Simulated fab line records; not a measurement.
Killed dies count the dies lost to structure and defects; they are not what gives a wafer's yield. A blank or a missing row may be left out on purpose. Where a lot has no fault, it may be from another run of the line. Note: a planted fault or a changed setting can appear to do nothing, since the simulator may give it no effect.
fab line records	flow sky130
record: lots: 5	wafers: 23
route steps=708 shown SD_N@351 LOCAL_INTERCONNECT@387 CONTACT@430 VIA1@465
start_h: hours from the record's opening day to when the first of the lot's shown wafers began	wait_h: hours elapsed since this lot's preceding step	" repeats the value in the row above	L1.1+2: a row that stands for several wafers	- either no value or no given start	* or withheld: withheld	< > ~ a bound
route shown NAME@n: NAME is a module with steps in the file, n the number in the route of the first one	usual: mean and standard deviation over wafers with no fault	same: alike in all rows	chamber/n: place in a boat	sites: per-site readings	_std_site: standard deviation across them	_edge_site: mean of outer sites minus mean of inner sites	radius_mm: how far each site lies from the wafer's centre	mask NAME#n: copy n	behind: the tool/chamber that last shaped the wafer	hold: the reason the lot was held/the length of the hold in hours/how it ended	device: names the non-switching transistor (n, p or np)	end of line: tests of these same wafers at the route's end	a step without rows: its recipe alone	killed: at the first sort, the dies lost to defects and structure; wafer yield is something else	map: a wafer's dies, x killed, . not, _ none there
set.NAME: the setting that was run; set.NAME@STEP: the one run at that earlier step	model.NAME: the simulator's own value behind a step, which no gauge read
one table per step and one row per wafer, for lots whose settings were changed on purpose
== steps ==
step: SKY_SD_N_IMPLANT_09
recipe: species: As	energy_kev: 50	dose_cm2: 4e+15	tilt_deg: 0
lot.wafer	tool	chamber	start_h	wait_h	set.energy_kev	model.implant.rp_nm	model.implant.drp_nm
L074.1+6	implanter-02	0	638.23	0.0	52.72	34.36	14.68
L074.3+4+5	"	0	"	"	50	32.9	14.11
L075.1+3+4	implanter-04	0	646.84	0.0	50	31.36	14.11
L079.1+4+5	implanter-01	0	690.24	0.0	50	33.4	14.11
L079.2+6	"	0	"	"	47.14	31.84	13.5
L082.2+6	implanter-04	0	714.50	0.0	50.98	32.08	14.32
L082.3+4+5	"	0	"	"	50	31.57	14.11
L084.1+2+3	implanter-04	0	747.44	0.0	50	31.84	14.11
L084.5+6	"	0	"	"	52.62	33.19	14.66
step: SKY_SD_N_IMPLANT_10
recipe: species: P	energy_kev: 20	dose_cm2: 1e+14	tilt_deg: 0
step: SKY_SD_N_STRIP_11
recipe: chemistry: O2/N2	power_w: 1400	pressure_mtorr: 1500	platen_temp_c: withheld	o2_flow_sccm: 3000	n2_flow_sccm: 300	overash_fraction: 0.5
usual: strip_time_to_endpoint_s: 22.55/0.043
lot.wafer	tool	chamber	start_h	wait_h	set.energy_kev@SD_N_IMPLANT_09	strip_time_to_endpoint_s
L074.1	plasma_asher-01	1	638.53	0.1	52.72	23.04
L074.3	"	1	"	"	50	22.65
L074.4	"	0	"	"	50	22.62
L074.5	"	1	"	"	50	22.58
L074.6	"	0	"	"	52.72	23.04
L075.1	plasma_asher-04	1	647.14	0.1	50	22.47
L075.3	"	0	"	"	50	22.48
L075.4	"	1	"	"	50	22.48
L079.1	plasma_asher-04	1	690.54	0.1	50	22.49
L079.2	"	0	"	"	47.14	22.11
L079.4	"	0	"	"	50	22.57
L079.5	"	0	"	"	50	22.55
L079.6	"	1	"	"	47.14	22.09
L082.2	plasma_asher-01	0	714.78	0.1	50.98	22.70
L082.3	"	0	"	"	50	22.53
L082.4	"	1	"	"	50	22.49
L082.5	"	0	"	"	50	22.58
L082.6	"	1	"	"	50.98	22.71
L084.1	plasma_asher-04	0	747.74	0.1	50	22.58
L084.2	"	1	"	"	50	22.56
L084.3	"	1	"	"	50	22.59
L084.5	"	1	"	"	52.62	22.91
L084.6	"	0	"	"	52.62	22.96
step: SKY_SD_N_TW_MEAS_12
usual: SD_N_TW: 3975/21
lot.wafer	tool	chamber	start_h	wait_h	set.energy_kev@SD_N_IMPLANT_09	SD_N_TW
L074.1	film_metro-04	-	638.63	0.1	52.72	4038
L074.3	"	-	"	"	50	3979
L074.4	"	-	"	"	50	3994
L074.5	"	-	"	"	50	3975
L074.6	"	-	"	"	52.72	4014
L075.1	film_metro-04	-	647.24	0.1	50	3974
L075.3	"	-	"	"	50	3959
L075.4	"	-	"	"	50	3950
L079.1	film_metro-02	-	690.64	0.1	50	3981
L079.2	"	-	"	"	47.14	3944
L079.4	"	-	"	"	50	3988
L079.5	"	-	"	"	50	4019
L079.6	"	-	"	"	47.14	3905
L082.2	film_metro-01	-	714.89	0.1	50.98	3978
L082.3	"	-	"	"	50	3976
L082.4	"	-	"	"	50	3955
L082.5	"	-	"	"	50	3965
L082.6	"	-	"	"	50.98	3981
L084.1	film_metro-01	-	747.84	0.1	50	3987
L084.2	"	-	"	"	50	3986
L084.3	"	-	"	"	50	4014
L084.5	"	-	"	"	52.62	4035
L084.6	"	-	"	"	52.62	4034
step: SKY_SD_N_CLEAN_13
recipe: chemistry: SC1/SC2	mix: 1:4:20	temp_c: 70	time_s: 150	dry: n2_spin
step: SKY_SD_N_RTA_14
recipe: temp_c: 1075	time_s: 2	idle_temp_c: 650	ramp_up_c_per_s: 150	ramp_down_c_per_s: 90	ambient: N2
step: SKY_SD_N_RS_MEAS_16
recipe: thk_meas_gauge: four-point-probe
usual: SD_N_RS: 68.50/0.12
lot.wafer	tool	chamber	start_h	wait_h	set.energy_kev@SD_N_IMPLANT_09	SD_N_RS[ohm/sq]
L074.1	film_metro-02	-	638.92	0.1	52.72	66.59
L074.3	"	-	"	"	50	68.40
L074.4	"	-	"	"	50	68.44
L074.5	"	-	"	"	50	68.53
L074.6	"	-	"	"	52.72	66.55
L075.1	film_metro-01	-	647.53	0.1	50	68.60
L075.3	"	-	"	"	50	68.56
L075.4	"	-	"	"	50	68.53
L079.1	film_metro-01	-	690.93	0.1	50	68.48
L079.2	"	-	"	"	47.14	70.42
L079.4	"	-	"	"	50	68.66
L079.5	"	-	"	"	50	68.42
L079.6	"	-	"	"	47.14	70.50
L082.2	film_metro-02	-	715.18	0.1	50.98	67.79
L082.3	"	-	"	"	50	68.46
L082.4	"	-	"	"	50	68.39
L082.5	"	-	"	"	50	68.29
L082.6	"	-	"	"	50.98	67.72
L084.1	film_metro-01	-	748.13	0.1	50	68.51
L084.2	"	-	"	"	50	68.35
L084.3	"	-	"	"	50	68.47
L084.5	"	-	"	"	52.62	66.66
L084.6	"	-	"	"	52.62	66.71
step: SKY_LOCAL_INTERCONNECT_SPUTTER_00
recipe: material: TiN	target_thk_nm: 100	temp_c: 300	power_w: 6500	time_s: 83.3	chamber_pressure_pa: 0.4
lot.wafer	tool	chamber	start_h	wait_h	set.time_s	model.TiN_of_LOCAL_INTERCONNECT_SPUTTER_00.thk_nm
L074.1	pvd_sputter-02	-	669.98	0.2	83.3	102.2
L074.3	"	-	"	"	83.3	100.5
L074.4	"	-	"	"	83.3	103.7
L074.5	"	-	"	"	83.3	103.4
L074.6	"	-	"	"	83.3	101.1
L075.1	pvd_sputter-02	-	678.20	0.2	83.3	102.1
L075.3	"	-	"	"	83.3	101
L075.4	"	-	"	"	83.3	102.9
L079.1	pvd_sputter-03	-	721.09	0.2	83.3	101.9
L079.2	"	-	"	"	83.3	100.5
L079.4	"	-	"	"	83.3	101.2
L079.5	"	-	"	"	83.3	100.3
L079.6	"	-	"	"	83.3	101.3
L082.2	pvd_sputter-03	-	745.21	0.2	83.3	100.2
L082.3	"	-	"	"	72.39	84.85
L082.4	"	-	"	"	72.39	84.86
L082.5	"	-	"	"	83.3	99.24
L082.6	"	-	"	"	83.3	98.92
L084.1	pvd_sputter-01	-	777.51	0.2	83.3	99.35
L084.2	"	-	"	"	87.98	105.2
L084.3	"	-	"	"	83.3	99.14
L084.5	"	-	"	"	87.98	105.1
L084.6	"	-	"	"	83.3	99.84
step: SKY_LOCAL_INTERCONNECT_RS_MEAS_01
recipe: thk_meas_gauge: four-point-probe	reads: TiN_of_LOCAL_INTERCONNECT_SPUTTER_00
usual: LOCAL_INTERCONNECT_TIN_RS: 13.91/0.23
lot.wafer	tool	chamber	start_h	wait_h	set.time_s@LOCAL_INTERCONNECT_SPUTTER_00	LOCAL_INTERCONNECT_TIN_RS[ohm/sq]
L074.1	film_metro-03	-	670.04	0.0	83.3	13.81
L074.3	"	-	"	"	83.3	14.05
L074.4	"	-	"	"	83.3	13.59
L074.5	"	-	"	"	83.3	13.64
L074.6	"	-	"	"	83.3	14.00
L075.1	film_metro-01	-	678.26	0.0	83.3	13.83
L075.3	"	-	"	"	83.3	14.02
L075.4	"	-	"	"	83.3	13.72
L079.1	film_metro-03	-	721.16	0.0	83.3	13.87
L079.2	"	-	"	"	83.3	14.06
L079.4	"	-	"	"	83.3	13.96
L079.5	"	-	"	"	83.3	14.10
L079.6	"	-	"	"	83.3	13.93
L082.2	film_metro-03	-	745.30	0.1	83.3	14.14
L082.3	"	-	"	"	72.39	16.80
L082.4	"	-	"	"	72.39	16.81
L082.5	"	-	"	"	83.3	14.27
L082.6	"	-	"	"	83.3	14.30
L084.1	film_metro-02	-	777.58	0.0	83.3	14.22
L084.2	"	-	"	"	87.98	13.40
L084.3	"	-	"	"	83.3	14.28
L084.5	"	-	"	"	87.98	13.42
L084.6	"	-	"	"	83.3	14.17
step: SKY_LOCAL_INTERCONNECT_THK_MEAS_02
recipe: thk_meas_gauge: xrf	reads: TiN_of_LOCAL_INTERCONNECT_SPUTTER_00
usual: LOCAL_INTERCONNECT_TIN_THK: 102.1/1.8
lot.wafer	tool	chamber	start_h	wait_h	set.time_s@LOCAL_INTERCONNECT_SPUTTER_00	LOCAL_INTERCONNECT_TIN_THK[nm]
L074.1	film_metro-03	-	670.16	0.1	83.3	102.2
L074.3	"	-	"	"	83.3	100.5
L074.4	"	-	"	"	83.3	103.7
L074.5	"	-	"	"	83.3	103.1
L074.6	"	-	"	"	83.3	100.6
L075.1	film_metro-01	-	678.38	0.1	83.3	103.3
L075.3	"	-	"	"	83.3	102.2
L075.4	"	-	"	"	83.3	104.2
L079.1	film_metro-03	-	721.28	0.1	83.3	101.8
L079.2	"	-	"	"	83.3	100.4
L079.4	"	-	"	"	83.3	101.5
L079.5	"	-	"	"	83.3	100.4
L079.6	"	-	"	"	83.3	101.3
L082.2	film_metro-03	-	745.41	0.1	83.3	100.1
L082.3	"	-	"	"	72.39	84.8
L082.4	"	-	"	"	72.39	84.6
L082.5	"	-	"	"	83.3	99.3
L082.6	"	-	"	"	83.3	99.1
L084.1	film_metro-02	-	777.70	0.1	83.3	99.5
L084.2	"	-	"	"	87.98	105.3
L084.3	"	-	"	"	83.3	99.4
L084.5	"	-	"	"	87.98	105.4
L084.6	"	-	"	"	83.3	99.8
step: SKY_LOCAL_INTERCONNECT_COAT_06
recipe: resist: KrF-thick	spin_rpm: 3000	resist_thk_nm: 450
lot.wafer	tool	chamber	start_h	wait_h	set.resist_thk_nm	model.KrF-thick_of_LOCAL_INTERCONNECT_COAT_06.thk_nm
L074.1	litho_track-02	0	-	-	450	447.8
L074.3	"	0	"	"	450	449.2
L074.4	"	0	"	"	440.2	437.9
L074.5	"	0	"	"	440.2	437.6
L074.6	"	0	"	"	440.2	438
L075.1	litho_track-03	0	-	-	450	448.2
L075.3	"	0	"	"	450	448.9
L075.4	"	0	"	"	450	449.3
L079.1+4	litho_track-03	0	-	-	463.1	465
L079.2	"	0	"	"	463.1	464.8
L079.5	"	0	"	"	450	452.2
L079.6	"	0	"	"	450	451.4
L082.2	litho_track-01	0	-	-	450	447.7
L082.3+4	"	0	"	"	450	-
L082.5	"	0	"	"	450	448.3
L082.6	"	0	"	"	450	448.4
L084.1	litho_track-01	0	-	-	465.2	464.5
L084.2	"	0	"	"	450	-
L084.3	"	0	"	"	465.2	464.7
L084.5	"	0	"	"	465.2	-
L084.6	"	0	"	"	450	449.1
step: SKY_LOCAL_INTERCONNECT_DEVELOP_10
recipe: develop_time_s: 60	resist: KrF-thick	dev_temp_c: 21
lot.wafer	tool	chamber	start_h	wait_h	set.dev_temp_c
L074.1+3+4+5+6	litho_track-03	0	-	-	21
L075.1+3+4	litho_track-02	0	-	-	21
L079.1+2+4+5+6	litho_track-01	0	-	-	21
L082.2+3+4+5+6	litho_track-02	0	-	-	21
L084.1+2+5	litho_track-01	0	-	-	21
L084.3+6	"	0	"	"	23.95
step: SKY_LOCAL_INTERCONNECT_ETCH_13
recipe: chemistry: N2/H2	target: BARC	ion_energy_ev: 200	bias_w: 100	pressure_mtorr: 30	n2_flow_sccm: 100	h2_flow_sccm: 200	icp_w: 500	stop_on: SiO2	time_s: 45.9	target_depth_a: 600
step: SKY_LOCAL_INTERCONNECT_METAL_ETCH_14
recipe: target_depth_nm: 110	stop_on: PSG	chemistry: Cl2/BCl3	target: TiN	resist_sidewall_deg: 88	pressure_mtorr: 10	icp_w: 900	bias_w: 48.5	Cl2_flow_sccm: 60	bcl3_flow_sccm: 30	time_s: 31.4
usual: oes_product_au: 0.950/0.0089
lot.wafer	tool	chamber	start_h	wait_h	set.time_s@LOCAL_INTERCONNECT_SPUTTER_00	oes_product_au
L074.1	rie_metal-01	0	698.10	0.0	83.3	0.954
L074.3	"	0	"	"	83.3	0.941
L074.4	"	1	"	"	83.3	0.958
L074.5	"	0	"	"	83.3	0.957
L074.6	"	1	"	"	83.3	0.944
L075.1	rie_metal-03	1	707.05	0.1	83.3	0.952
L075.3	"	1	"	"	83.3	0.945
L075.4	"	1	"	"	83.3	0.950
L079.1	rie_metal-01	1	749.56	0.0	83.3	0.943
L079.2	"	0	"	"	83.3	0.941
L079.4	"	0	"	"	83.3	0.943
L079.5	"	0	"	"	83.3	0.940
L079.6	"	1	"	"	83.3	0.952
L082.2	rie_metal-01	0	772.64	0.0	83.3	0.949
L082.3	"	0	"	"	72.39	0.860
L082.4	"	1	"	"	72.39	0.855
L082.5	"	1	"	"	83.3	0.938
L082.6	"	0	"	"	83.3	0.934
L084.1	rie_metal-01	1	803.86	0.0	83.3	0.930
L084.2	"	0	"	"	87.98	0.978
L084.3	"	1	"	"	83.3	0.937
L084.5	"	1	"	"	87.98	0.965
L084.6	"	0	"	"	83.3	0.943
step: SKY_LOCAL_INTERCONNECT_STRIP_15
recipe: chemistry: O2/N2	power_w: 1400	pressure_mtorr: 1500	platen_temp_c: withheld	o2_flow_sccm: 3000	n2_flow_sccm: 300	overash_fraction: 0.5
usual: strip_time_to_endpoint_s: 4.714/0.028
lot.wafer	tool	chamber	start_h	wait_h	set.resist_thk_nm@LOCAL_INTERCONNECT_COAT_06	strip_time_to_endpoint_s
L074.1	plasma_asher-01	0	698.15	0.0	450	4.700
L074.3	"	0	"	"	450	4.713
L074.4	"	1	"	"	440.2	4.631
L074.5	"	1	"	"	440.2	4.600
L074.6	"	0	"	"	440.2	4.625
L075.1	plasma_asher-02	0	707.16	0.1	450	4.701
L075.3	"	1	"	"	450	4.706
L075.4	"	0	"	"	450	4.735
L079.1	plasma_asher-04	1	749.61	0.0	463.1	4.903
L079.2	"	0	"	"	463.1	4.902
L079.4	"	0	"	"	463.1	4.880
L079.5	"	0	"	"	450	4.767
L079.6	"	1	"	"	450	4.773
L082.2	plasma_asher-04	1	772.69	0.0	450	4.712
L082.3	"	0	"	"	450	4.731
L082.4	"	1	"	"	450	4.749
L082.5	"	0	"	"	450	4.739
L082.6	"	1	"	"	450	4.712
L084.1	plasma_asher-02	1	803.91	0.0	465.2	4.899
L084.2	"	0	"	"	450	4.688
L084.3	"	0	"	"	465.2	4.874
L084.5	"	0	"	"	465.2	4.903
L084.6	"	1	"	"	450	4.713
step: SKY_CONTACT_CVD_24
recipe: material: W	target_thk_nm: 340	time_s: 102.12	temp_c: 400	pressure_torr: 40
lot.wafer	tool	chamber	start_h	wait_h	set.pressure_torr	model.W_of_CONTACT_CVD_24.thk_nm
L074.1	cvd_w-01	1	728.30	0.0	45.66	359.8
L074.3	"	0	"	"	45.66	362.9
L074.4	"	1	"	"	45.66	365.2
L074.5	"	1	"	"	45.66	358.3
L074.6	"	0	"	"	45.66	357.2
L075.1	cvd_w-01	0	737.59	0.0	40	334
L075.3	"	0	"	"	40	335.3
L075.4	"	1	"	"	40	336.7
L079.1	cvd_w-02	1	778.72	0.0	40	341.1
L079.2	"	0	"	"	40	346.2
L079.4	"	0	"	"	40	349
L079.5	"	1	"	"	40	340.7
L079.6	"	0	"	"	40	347.8
L082.2	cvd_w-01	0	800.77	0.0	36.13	322.3
L082.3	"	0	"	"	36.13	327
L082.4	"	1	"	"	36.13	324.5
L082.5	"	0	"	"	36.13	326.3
L082.6	"	1	"	"	36.13	325
L084.1	cvd_w-02	0	832.66	0.0	43.65	363.6
L084.2	"	1	"	"	43.65	351.4
L084.3	"	1	"	"	43.65	351.5
L084.5	"	0	"	"	43.65	360.6
L084.6	"	1	"	"	43.65	352
step: SKY_VIA1_COAT_07
recipe: resist: KrF-thick	spin_rpm: 3000	resist_thk_nm: 450
lot.wafer	tool	chamber	start_h	wait_h	set.resist_thk_nm	model.KrF-thick_of_VIA1_COAT_07.thk_nm
L074.1	litho_track-02	0	-	-	450	447.5
L074.3	"	0	"	"	466.5	462.6
L074.4	"	0	"	"	466.5	463.8
L074.5	"	0	"	"	450	446.8
L074.6	"	0	"	"	450	447.1
L075.1	litho_track-03	0	-	-	450	449.8
L075.3	"	0	"	"	450	451.2
L075.4	"	0	"	"	450	451.4
L079.1	litho_track-02	0	-	-	450	448.8
L079.2	"	0	"	"	461.1	461
L079.4	"	0	"	"	461.1	459.7
L079.5	"	0	"	"	450	449.5
L079.6	"	0	"	"	450	447.9
L082.2	litho_track-03	0	-	-	450	448.6
L082.3	"	0	"	"	450	449.1
L082.4	"	0	"	"	450	449.2
L082.5	"	0	"	"	450	449.9
L082.6	"	0	"	"	450	449
L084.1	litho_track-03	0	-	-	450	447.5
L084.2	"	0	"	"	433.3	430.9
L084.3	"	0	"	"	433.3	430.5
L084.5	"	0	"	"	450	447
L084.6	"	0	"	"	450	447.8
step: SKY_VIA1_SOFTBAKE_08
recipe: temp_c: 100	time_s: 90	resist: KrF-thick
lot.wafer	tool	chamber	start_h	wait_h	set.time_s
L074.1+3	litho_track-02	0	-	-	90
L074.4+5+6	"	0	"	"	82.57
L075.1+3+4	litho_track-03	0	-	-	90
L079.1+2+4	litho_track-02	0	-	-	100.6
L079.5+6	"	0	"	"	90
L082.2+3+6	litho_track-03	0	-	-	103.2
L082.4+5	"	0	"	"	90
L084.1+2+3+5+6	litho_track-03	0	-	-	90
step: SKY_VIA1_EXPOSE_09
recipe: mask_id: VIM	na: 0.8	source_shape: annular	sigma_inner: 0.55	sigma_outer: 0.85	target_cd_nm: 150	dose_mj: 38
step: SKY_VIA1_PEB_10
recipe: peb_temp_c: withheld	peb_time_s: withheld	resist: KrF-thick
step: SKY_VIA1_ETCH_14
recipe: chemistry: N2/H2	target: BARC	ion_energy_ev: 200	source_w: 500	bias_w: 100	pressure_mtorr: 30	n2_flow_sccm: 100	h2_flow_sccm: 200	stop_on: SiO2	time_s: 45.9	target_depth_a: 600
lot.wafer	tool	chamber	start_h	wait_h	set.resist_thk_nm@VIA1_COAT_07	model.KrF-thick_of_VIA1_COAT_07.thk_nm
L074.1	rie_diel-03	2	784.09	0.0	450	390.7
L074.3	"	3	"	"	466.5	404.9
L074.4	"	0	"	"	466.5	407
L074.5	"	3	"	"	450	389.4
L074.6	"	2	"	"	450	390
L075.1	rie_diel-03	0	792.13	0.0	450	392.8
L075.3	"	1	"	"	450	395.9
L075.4	"	2	"	"	450	394.3
L079.1	rie_diel-01	1	833.30	0.0	450	391.9
L079.2	"	0	"	"	461.1	403.1
L079.4	"	3	"	"	461.1	401.3
L079.5	"	3	"	"	450	391.5
L079.6	"	2	"	"	450	390.2
L082.2	rie_diel-03	2	855.53	0.0	450	391.4
L082.3	"	1	"	"	450	393.1
L082.4	"	3	"	"	450	392.1
L082.5	"	3	"	"	450	393.2
L082.6	"	0	"	"	450	392.2
L084.1	rie_diel-01	3	887.55	0.0	450	389.5
L084.2	"	2	"	"	433.3	374.1
L084.3	"	0	"	"	433.3	373.6
L084.5	"	3	"	"	450	388.8
L084.6	"	2	"	"	450	390.5
step: SKY_VIA1_ETCH_15
recipe: target: SiO2	chemistry: C4F8/O2/Ar	target_depth_nm: 351	stop_on: TiN	mask_material: KrF-thick	source_w: 1500	bias_w: 1224	pressure_mtorr: 40	c4f8_flow_sccm: withheld	O2_flow_sccm: 6	Ar_flow_sccm: 300	time_s: 54
lot.wafer	tool	chamber	start_h	wait_h	set.resist_thk_nm@VIA1_COAT_07	model.KrF-thick_of_VIA1_COAT_07.thk_nm
L074.1	rie_diel-03	2	784.14	0.0	450	320.5
L074.3	"	3	"	"	466.5	334.2
L074.4	"	0	"	"	466.5	337.4
L074.5	"	3	"	"	450	318.9
L074.6	"	2	"	"	450	320
L075.1	rie_diel-03	0	792.17	0.0	450	322.6
L075.3	"	1	"	"	450	328.7
L075.4	"	2	"	"	450	324.7
L079.1	rie_diel-01	1	833.34	0.0	450	322.9
L079.2	"	0	"	"	461.1	332.3
L079.4	"	3	"	"	461.1	329.8
L079.5	"	3	"	"	450	320.7
L079.6	"	2	"	"	450	320.3
L082.2	rie_diel-03	2	855.57	0.0	450	322.2
L082.3	"	1	"	"	450	325.7
L082.4	"	3	"	"	450	322.8
L082.5	"	3	"	"	450	324
L082.6	"	0	"	"	450	323.3
L084.1	rie_diel-01	3	887.59	0.0	450	317.3
L084.2	"	2	"	"	433.3	303.6
L084.3	"	0	"	"	433.3	302.8
L084.5	"	3	"	"	450	316.2
L084.6	"	2	"	"	450	320.3
step: SKY_VIA1_STRIP_16
recipe: chemistry: O2/N2	power_w: 1400	pressure_mtorr: 1500	platen_temp_c: withheld	o2_flow_sccm: 3000	n2_flow_sccm: 300	overash_fraction: 0.5
usual: strip_time_to_endpoint_s: 4.454/0.028
lot.wafer	tool	chamber	start_h	wait_h	set.resist_thk_nm@VIA1_COAT_07	strip_time_to_endpoint_s
L074.1	plasma_asher-03	1	784.18	0.0	450	4.458
L074.3	"	1	"	"	466.5	4.597
L074.4	"	0	"	"	466.5	4.626
L074.5	"	1	"	"	450	4.413
L074.6	"	0	"	"	450	4.447
L075.1	plasma_asher-03	1	792.22	0.0	450	4.477
L075.3	"	0	"	"	450	4.518
L075.4	"	1	"	"	450	4.476
L079.1	plasma_asher-02	0	833.38	0.0	450	4.455
L079.2	"	1	"	"	461.1	4.577
L079.4	"	0	"	"	461.1	4.530
L079.5	"	0	"	"	450	4.437
L079.6	"	1	"	"	450	4.421
L082.2	plasma_asher-03	1	855.62	0.0	450	4.445
L082.3	"	1	"	"	450	4.480
L082.4	"	0	"	"	450	4.467
L082.5	"	0	"	"	450	4.475
L082.6	"	1	"	"	450	4.477
L084.1	plasma_asher-01	1	887.64	0.0	450	4.403
L084.2	"	0	"	"	433.3	4.256
L084.3	"	0	"	"	433.3	4.251
L084.5	"	1	"	"	450	4.397
L084.6	"	0	"	"	450	4.439
== key ==
split: step: SKY_SD_N_IMPLANT_09	setting: energy_kev	stated: 50	by: wafer
response: step: SKY_SD_N_IMPLANT_09	reading: model.implant.rp_nm	change: +0.266	per: 1%	r: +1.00
response: step: SKY_SD_N_IMPLANT_09	reading: model.implant.drp_nm	change: +0.106	per: 1%	r: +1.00
response: step: SKY_SD_N_STRIP_11	reading: strip_time_to_endpoint_s	change: *	per: 1%	r: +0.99
response: step: SKY_SD_N_TW_MEAS_12	reading: SD_N_TW	change: +9.34	per: 1%	r: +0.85
response: step: SKY_SD_N_RS_MEAS_16	reading: SD_N_RS	change: -0.34	per: 1%	r: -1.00
split: step: SKY_LOCAL_INTERCONNECT_SPUTTER_00	setting: time_s	stated: 83.3	by: wafer
response: step: SKY_LOCAL_INTERCONNECT_SPUTTER_00	reading: model.TiN_of_LOCAL_INTERCONNECT_SPUTTER_00.thk_nm	change: +1.1	per: 1%	r: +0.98
response: step: SKY_LOCAL_INTERCONNECT_RS_MEAS_01	reading: LOCAL_INTERCONNECT_TIN_RS	change: -0.188	per: 1%	r: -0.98
response: step: SKY_LOCAL_INTERCONNECT_THK_MEAS_02	reading: LOCAL_INTERCONNECT_TIN_THK	change: +1.11	per: 1%	r: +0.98
response: step: SKY_LOCAL_INTERCONNECT_METAL_ETCH_14	reading: oes_product_au	change: +0.00633	per: 1%	r: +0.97
split: step: SKY_LOCAL_INTERCONNECT_COAT_06	setting: resist_thk_nm	stated: 450	by: wafer
response: step: SKY_LOCAL_INTERCONNECT_COAT_06	reading: model.KrF-thick_of_LOCAL_INTERCONNECT_COAT_06.thk_nm	change: +4.62	per: 1%	r: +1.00
response: step: SKY_LOCAL_INTERCONNECT_STRIP_15	reading: strip_time_to_endpoint_s	change: *	per: 1%	r: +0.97
split: step: SKY_LOCAL_INTERCONNECT_DEVELOP_10	setting: dev_temp_c	stated: 21	by: wafer
response none clear
split: step: SKY_CONTACT_CVD_24	setting: pressure_torr	stated: 40	by: lot
response: step: SKY_CONTACT_CVD_24	reading: model.W_of_CONTACT_CVD_24.thk_nm	change: +1.52	per: 1%	r: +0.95
split: step: SKY_VIA1_COAT_07	setting: resist_thk_nm	stated: 450	by: wafer
response: step: SKY_VIA1_COAT_07	reading: model.KrF-thick_of_VIA1_COAT_07.thk_nm	change: +4.5	per: 1%	r: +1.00
response: step: SKY_VIA1_ETCH_14	reading: model.KrF-thick_of_VIA1_COAT_07.thk_nm	change: +4.32	per: 1%	r: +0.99
response: step: SKY_VIA1_ETCH_15	reading: model.KrF-thick_of_VIA1_COAT_07.thk_nm	change: +4.13	per: 1%	r: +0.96
response: step: SKY_VIA1_STRIP_16	reading: strip_time_to_endpoint_s	change: *	per: 1%	r: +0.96
split: step: SKY_VIA1_SOFTBAKE_08	setting: time_s	stated: 90	by: wafer
response none clear
